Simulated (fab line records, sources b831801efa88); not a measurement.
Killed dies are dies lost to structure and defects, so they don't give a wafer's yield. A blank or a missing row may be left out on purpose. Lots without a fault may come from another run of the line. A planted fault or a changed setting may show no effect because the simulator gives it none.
Problem report in the 8D (eight disciplines) form, filled by code | flow gf180mcu | the parts of the form that need people (team, actions taken, sign-off) are left out

1. THE PROBLEM
DUAL_GATE_OXIDATION_00_THK at GF_DUAL_GATE_THK_MEAS_03 reads a mean of 9.50 nm on 6 wafers of 2 lots; wafers without a fault read 10.85 nm with a standard deviation of 0.16. That is -8.4 standard deviations from the usual mean.
First seen on wafer L981.2, day 9 19:19, on film_metro-04. The record holds 36 wafers of 12 lots with a number at this step. Rule for "out", or "out of limits": more than 4 standard deviations from the usual mean. The other wafers with a number count as sound.

2. WHAT IT IS AND WHAT IT IS NOT
question                    | is                         | is not
which readings at this step | DUAL_GATE_OXIDATION_00_THK | -
which lots                  | L981, L984                 | L976, L977, L979, L982, L987, L988, L990, L991, L993, L995
which wafers of those lots  | all that have a number     | -
read on which gauges        | film_metro-04              | film_metro-01, film_metro-03
when                        | from day 9 19:19           | up to then (9 sound wafers); but 21 sound wafers of L982, L987, L988, L990, L991, L993, L995 came after

3. SUSPECTS, AND WHAT RULES EACH OUT
Counting: a tool at a process step up to the reading stays a suspect if it ran every lot that is out and no sound lot after the first of them.
- the gauge at GF_DUAL_GATE_THK_MEAS_03: ruled out. All the wafers that are out were read on film_metro-04, but those of them that GF_DUAL_GATE_OXIDATION_02 has rows for are out there too, on other tools.
- plasma_asher-03 at GF_VT_IMPLANT_STRIP_31 (strips in O2/N2): kept. It ran every lot that is out, first L981 (day 8 23:10), and no sound lot after that; its last sound lot up to then is L977 (day 7 22:28).
- furnace-01 at GF_DUAL_GATE_OXIDATION_02 (stabilise 600 s, purge 300 s, target thk 10.887 nm): ruled out as a lasting fault. Sound lots L995 ran on it after its first lot that is out, L981 (day 9 17:52).
Left after counting: plasma_asher-03 at GF_VT_IMPLANT_STRIP_31.

4. THE CAUSE (what the simulator had put in)
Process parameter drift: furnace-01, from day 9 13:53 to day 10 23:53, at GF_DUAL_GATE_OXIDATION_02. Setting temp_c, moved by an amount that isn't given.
Counting ruled it out, wrongly: the rule takes a fault to strike every lot that its tool runs from its start on, and this one did not.

5. THE CHAIN OF EFFECTS, in route order
Each row: a reading whose mean over the struck wafers that have a number lies more than 3 standard deviations from the usual. Only readings for which the record gives a usual standard deviation are gone through. hours: the time from each lot's start at the first step in this table that gives one to its start at this step, as a median over the lots. sigmas: the change in usual standard deviations.
hours | step                      | reading                    | usual    | on struck wafers | change | sigmas
0     | GF_DUAL_GATE_OXIDATION_02 | spike_tc_bottom_C          | 918.1 C  | 906.5            | -11.6  | -8.9
0     | GF_DUAL_GATE_OXIDATION_02 | spike_tc_centre_C          | 900.7 C  | 888.3            | -12.4  | -10
0     | GF_DUAL_GATE_OXIDATION_02 | spike_tc_lower_C           | 901.5 C  | 889.3            | -12.2  | -8.7
0     | GF_DUAL_GATE_OXIDATION_02 | spike_tc_top_C             | 907.8 C  | 898.7            | -9.1   | -3.6
0     | GF_DUAL_GATE_OXIDATION_02 | spike_tc_upper_C           | 899.6 C  | 886.9            | -12.7  | -8.5
0     | GF_DUAL_GATE_OXIDATION_02 | tube_center_temp_C         | 899.99 C | 888.38           | -11.61 | -99 or more
0     | GF_DUAL_GATE_OXIDATION_02 | tube_center_temp_C_max     | 902.3    | 890.7            | -11.6  | -32
1     | GF_DUAL_GATE_THK_MEAS_03  | DUAL_GATE_OXIDATION_00_THK | 10.85 nm | 9.50             | -1.35  | -8.4
The process steps in it:
- GF_DUAL_GATE_OXIDATION_02: stabilise 600 s, purge 300 s, target thk 10.887 nm.

6. WHAT WOULD HAVE CAUGHT IT SOONER
In this record the first reading out of limits at a measuring or inspecting step was taken at day 9 19:19, 5 hours after the fault began at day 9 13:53.
The tool's own readings at GF_DUAL_GATE_OXIDATION_02 were out on every struck wafer that the step has a row for (spike_tc_bottom_C, spike_tc_centre_C, spike_tc_lower_C, spike_tc_upper_C, tube_center_temp_C, tube_center_temp_C_max): an alarm limit on them would have fired on the first of those.
